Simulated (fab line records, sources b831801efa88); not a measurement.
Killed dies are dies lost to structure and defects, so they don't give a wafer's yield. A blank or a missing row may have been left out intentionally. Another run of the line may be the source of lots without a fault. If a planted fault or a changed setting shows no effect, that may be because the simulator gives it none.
fab line records | flow sfq-line
[record] lots = 6 wafers = 18 last-day = 91
route steps=325 shown I6@276 M7@281
lots that met no fault: from a run of the same line without faults
start-h: start of the lot's first displayed wafer, in hours after the record's first day | wait-h: how many hours have passed since the lot's step before this one | " same as the row above | L1.1+2: a single row standing in for several wafers | - either no value or no given start | * or withheld: withheld | < > ~ a bound
route shown NAME@n: names a module that has steps shown in the file, with the first one's number in the route | usual: average and standard deviation across the fault-free wafers | same: alike in all rows | chamber/n: place in a boat | sites: readings site by site | _std_site: their standard deviation | _edge_site: outer sites' mean less inner sites' | radius-mm: for every site, how far away it sits from the centre of the wafer | mask NAME#n: copy n | behind: the last tool/chamber to shape the wafer | hold: reason for holding the lot/hours on hold/outcome of the hold | device: names the non-switching transistor (n, p or np) | end of line: the same wafers' tests at the end of the route | a step without rows: its recipe alone | killed: the dies lost at the first sort to structure and to defects; this is not the yield of the wafer | map: shows each die of a wafer: x if killed, . if not, _ if none is there
set.NAME: setting as actually run; set.NAME@STEP: the setting as run at that earlier step | model.NAME: the simulator's own value behind a step, which no gauge read
a table for each step, a row for each wafer; lots at some steps of the route
services: from which hour (start-h, from the record's first day; less than 0 if before it) a tool's chamber was out of use, for how many hours, and why
[[steps]]
[step SFQ_I6_OVL_MEAS_942]
[usual] I6_OVL = -3/6
// columns lot.wafer tool chamber start-h wait-h I6_OVL[nm]
L815.4 overlay-02 - 1819.31 0.1 -1
L815.5 " - " " -3
L815.6 " - " " -11
L816.2 overlay-01 - 1824.20 0.1 -7
L816.3 " - " " -8
L816.6 " - " " 2
L827.1 overlay-02 - 1977.45 0.1 -13
L827.4 " - " " -7
L827.6 " - " " -4
L830.1 overlay-01 - 1994.25 0.1 -2
L830.5 " - " " -4
L830.6 " - " " -2
L831.1 overlay-02 - 2000.86 0.1 7
L831.3 " - " " 5
L831.5 " - " " 5
L836.2 overlay-01 - 2023.66 0.1 -1
L836.3 " - " " 1
L836.4 " - " " -1
[step SFQ_TRILAYER_I6_VIA_BARC_OPEN_VIA_ETCH_235]
[recipe] mask-material = PR chemistry = O2 target-depth-nm = 125 target = BARC source-w = 500 bias-w = 80 pressure-mtorr = 30 time-s = 41.7
[usual] drypump-motor-current-A = 5.8/0.42 oes-product-au = 0.683/0.0042
// columns lot.wafer tool chamber start-h wait-h drypump-motor-current-A oes-product-au rf-hours-counter-h
L815.4 rie-diel-03 3 1819.33 0.0 5.8 0.682 4
L815.5 " 2 " " 5.4 0.674 -
L815.6 " 3 " " 5.8 0.680 -
L816.2 rie-diel-04 1 1824.23 0.0 6.0 0.686 12
L816.3 " 0 " " 6.0 0.682 1
L816.6 " 1 " " 6.0 0.683 -
L827.1 rie-diel-04 3 1977.49 0.0 5.4 0.682 5
L827.4 " 0 " " 6.0 0.682 3
L827.6 " 0 " " 6.0 0.680 -
L830.1 rie-diel-03 3 1994.29 0.0 5.8 0.692 7
L830.5 " 0 " " 6.4 0.685 -
L830.6 " 1 " " 6.0 0.682 -
L831.1 rie-diel-02 3 2000.89 0.0 6.1 0.683 4
L831.3 " 2 " " 6.5 0.684 3
L831.5 " 2 " " 6.5 0.686 -
L836.2 rie-diel-02 0 2023.69 0.0 5.1 0.674 11
L836.3 " 3 " " 6.0 0.696 4
L836.4 " 1 " " 5.7 0.690 16
[step SFQ_TRILAYER_I6_VIA_ETCH_VIA_ETCH_172]
[recipe] target = SiO2 stop-on = Nb mask-material = PR taper-deg = 20 chemistry = CHF3 target-depth-nm = 260 source-w = 500 bias-w = 80 pressure-mtorr = 30 time-s = withheld
[usual] drypump-motor-current-A = 5.8/0.42 oes-product-au = 0.854/0.0055
// columns lot.wafer tool chamber start-h wait-h drypump-motor-current-A oes-product-au
L815.4 rie-diel-03 3 1819.37 0.0 5.8 0.860
L815.5 " 2 " " 5.4 0.861
L815.6 " 3 " " 5.8 0.853
L816.2 rie-diel-04 1 1824.27 0.0 5.9 0.853
L816.3 " 0 " " 6.0 0.856
L816.6 " 1 " " 5.9 0.856
L827.1 rie-diel-04 3 1977.53 0.0 5.4 0.858
L827.4 " 0 " " 6.0 0.848
L827.6 " 0 " " 6.0 0.854
L830.1 rie-diel-03 3 1994.33 0.0 5.8 0.863
L830.5 " 0 " " 6.5 0.849
L830.6 " 1 " " 6.0 0.856
L831.1 rie-diel-02 3 2000.93 0.0 6.0 0.848
L831.3 " 2 " " 6.5 0.855
L831.5 " 2 " " 6.5 0.853
L836.2 rie-diel-02 0 2023.73 0.0 5.1 0.852
L836.3 " 3 " " 6.0 0.851
L836.4 " 1 " " 5.7 0.849
[step SFQ_TRILAYER_I6_VIA_STRIP_STRIP_173]
[recipe] gas = O2 power-w = 200 platen-temp-c = 40 overash-fraction = 0.65 chemistry = O2 pressure-mtorr = 50
[usual] drypump-motor-current-A = 5.5/0.42 oes-product-au = 1.001/0.0075
// columns lot.wafer tool chamber start-h wait-h drypump-motor-current-A oes-product-au rf-hours-counter-h
L815.4 rie-metal-01 0 1819.68 - 6.0 0.995 -
L815.5 " 1 " " 5.8 0.996 -
L815.6 " 0 " " 6.0 0.997 -
L816.2 rie-metal-04 0 1824.58 - 5.4 0.996 -
L816.3 " 0 " " 5.4 1.001 -
L816.6 " 0 " " 5.4 0.992 -
L827.1 rie-metal-02 0 1977.64 - 5.7 1.002 97
L827.4 " 1 " " 4.8 0.999 -
L827.6 " 1 " " 4.8 0.982 -
L830.1 rie-metal-01 1 1994.44 - 5.8 1.007 99
L830.5 " 1 " " 5.8 1.014 -
L830.6 " 1 " " 5.8 1.009 -
L831.1 rie-metal-02 0 2001.05 - 5.7 0.990 101
L831.3 " 0 " " 5.7 0.990 -
L831.5 " 1 " " 4.9 0.996 -
L836.2 rie-metal-01 1 2023.85 - 5.8 0.997 102
L836.3 " 1 " " 5.8 1.000 -
L836.4 " 0 " " 6.0 0.996 -
[step SFQ_TRILAYER_I6_VIA_STRIP_SOLV_CLEAN_174]
[recipe] chemistry = NMP temp-c = 70 time-s = 600
[step SFQ_TRILAYER_M7_DEP_PRE_CLEAN_176]
[recipe] gas = Ar time-s = 22.5 bias-v = 250
[step SFQ_TRILAYER_M7_DEP_SPUTTER_175]
[recipe] material = Nb base-pressure-pa = 1.33e-06 chamber-pressure-pa = 0.1333 substrate-temp-c = 20 target-thk-nm = 200 power-w = 2000 time-s = 133.3
[usual] base-pressure-pa = 1.33e-06/9.3e-08 cathode-dc-power-W = 2000.0/0.38 throttle-valve-pct = 30.3/1.1
// columns lot.wafer tool chamber start-h wait-h base-pressure-pa cathode-dc-power-W throttle-valve-pct
L815.4 pvd-sputter-04 - 1820.28 0.0 1.31e-06 2000.3 29.5
L815.5 " - " " 1.21e-06 2000.6 31.5
L815.6 " - " " 1.23e-06 1999.6 29.5
L816.2 pvd-sputter-06 - 1825.78 0.0 1.29e-06 1999.8 28.2
L816.3 " - " " 1.27e-06 1999.9 28.6
L816.6 " - " " 1.46e-06 1999.9 30.9
L827.1 pvd-sputter-06 - 1978.44 0.0 1.44e-06 1999.9 31.0
L827.4 " - " " 1.36e-06 1999.6 30.8
L827.6 " - " " 1.57e-06 2000.4 30.7
L830.1 pvd-sputter-05 - 1995.84 0.0 1.36e-06 1999.3 29.5
L830.5 " - " " 1.27e-06 1999.5 29.4
L830.6 " - " " 1.31e-06 1999.3 30.3
L831.1 pvd-sputter-06 - 2001.85 0.0 1.41e-06 1999.4 30.7
L831.3 " - " " 1.56e-06 1999.9 28.5
L831.5 " - " " 1.15e-06 1999.8 30.8
L836.2 pvd-sputter-06 - 2024.65 0.0 1.35e-06 1999.3 28.5
L836.3 " - " " 1.29e-06 1999.7 28.4
L836.4 " - " " 1.39e-06 1999.9 31.2
[step SFQ_M7_RS_MEAS_943]
[recipe] thk-meas-gauge = four-point-probe reads = Nb_of_TRILAYER_M7_DEP_SPUTTER_175
[usual] M7_NB_RS = 0.891/0.0087
// columns lot.wafer tool chamber start-h wait-h M7_NB_RS[ohm/sq]
L815.4 film-metro-04 - 1820.43 0.1 0.888
L815.5 " - " " 0.904
L815.6 " - " " 0.899
L816.2 film-metro-01 - 1825.89 0.1 0.909
L816.3 " - " " 0.896
L816.6 " - " " 0.888
L827.1 film-metro-03 - 1978.53 0.0 0.878
L827.4 " - " " 0.890
L827.6 " - " " 0.880
L830.1 film-metro-04 - 1996.07 0.2 0.890
L830.5 " - " " 0.892
L830.6 " - " " 0.894
L831.1 film-metro-03 - 2001.94 0.0 0.873
L831.3 " - " " 0.884
L831.5 " - " " 0.875
L836.2 film-metro-04 - 2024.76 0.1 0.891
L836.3 " - " " 0.893
L836.4 " - " " 0.896
[step SFQ_TRILAYER_M7_LITHO_COAT_182]
[recipe] resist = BARC spin-rpm = 3000 resist-thk-nm = 62
[step SFQ_TRILAYER_M7_LITHO_COAT_177]
[recipe] resist = KrF spin-rpm = 3000 resist-thk-nm = 600
[step SFQ_TRILAYER_M7_LITHO_SOFTBAKE_181]
[recipe] temp-c = withheld time-s = withheld resist = KrF
[step SFQ_TRILAYER_M7_LITHO_EXPOSE_178]
[recipe] mask-id = M7 na = 0.6 source-shape = conventional sigma-outer = 0.65 target-cd-nm = 500 dose-mj = 14.4
[usual] exposure-dose-mJ-cm2 = 14.400/0.015 focus-offset-nm = -0.1/0.51 sigma-outer = 0.65/0
// columns lot.wafer tool chamber start-h wait-h mask exposure-dose-mJ-cm2 focus-offset-nm sigma-outer
L815.4 krf-scanner-02 0 1821.90 - M7#0 14.414 -0.7 0.65
L815.5 " 0 " " M7#0 14.414 0.1 0.65
L815.6 " 0 " " M7#0 14.417 -0.3 0.65
L816.2 krf-scanner-01 0 1828.69 - M7#0 14.416 0.2 0.65
L816.3 " 0 " " M7#0 14.389 -0.3 0.65
L816.6 " 0 " " M7#0 14.390 -0.3 0.65
L827.1 krf-scanner-02 0 1989.76 - M7#0 14.390 -0.2 0.65
L827.4 " 0 " " M7#0 14.374 0.0 0.65
L827.6 " 0 " " M7#0 14.375 0.4 0.65
L830.1 krf-scanner-02 - 2072.56 - M7#0 - - -
L830.5 " - " " M7#0 - - -
L830.6 " - " " M7#0 - - -
L831.1 krf-scanner-01 - 2079.92 - M7#0 - - -
L831.3 " - " " M7#0 - - -
L831.5 " - " " M7#0 - - -
L836.2 krf-scanner-01 0 2102.92 - M7#0 14.386 -0.1 0.65
L836.3 " 0 " " M7#0 14.362 -0.2 0.65
L836.4 " 0 " " M7#0 14.418 0.3 0.65
[step SFQ_TRILAYER_M7_LITHO_PEB_180]
[recipe] peb-temp-c = 115 peb-time-s = 60 resist = KrF
[[services]]
// columns tool chamber start-h hours kind
rie-diel-02 3 1806.24 5.4 repair
krf-scanner-01 - 1808.38 2.2 repair
pvd-sputter-06 - 1811.35 9.3 repair
krf-scanner-02 - 1811.40 1.0 pm
krf-scanner-02 - 1814.93 0.8 pm
krf-scanner-01 - 1821.39 1.3 pm
rie-diel-02 2 1822.28 10.6 repair
rie-diel-04 0 1828.87 4.4 repair
rie-diel-04 3 1834.04 7.3 repair
pvd-sputter-06 - 1853.10 4.4 repair
rie-diel-04 1 1860.71 6.5 repair
rie-diel-03 0 1861.94 2.6 repair
rie-diel-04 3 1908.10 6.1 repair
rie-diel-04 2 1912.14 6.4 repair
rie-diel-02 2 1943.14 11.9 repair
rie-diel-03 3 1945.19 12.9 repair
rie-diel-03 1 1953.75 8.0 repair
rie-diel-04 2 1967.27 5.6 repair
pvd-sputter-06 - 2033.18 30.9 repair
rie-diel-04 2 2033.34 8.9 repair
rie-diel-03 0 2034.08 4.3 repair
rie-diel-04 1 2054.78 8.7 repair
rie-diel-04 2 2055.00 6.3 repair
rie-diel-04 0 2096.11 2.0 repair
[[key]]
[first-sign] step = SFQ_TRILAYER_M7_LITHO_EXPOSE_178 reading = tool-record direction = missing
effect none on later readings
met-at SFQ_TRILAYER_M7_LITHO_EXPOSE_178
struck-wafers L830.1,L830.5,L830.6,L831.1,L831.3,L831.5
onset-between 1989.76 2072.56
[fault] kind = skipped-step-whole tool = krf-scanner-01,krf-scanner-02 chamber = - onset-h = 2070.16 steps = SFQ_TRILAYER_M7_LITHO_EXPOSE_178 scope = struck-lots-only
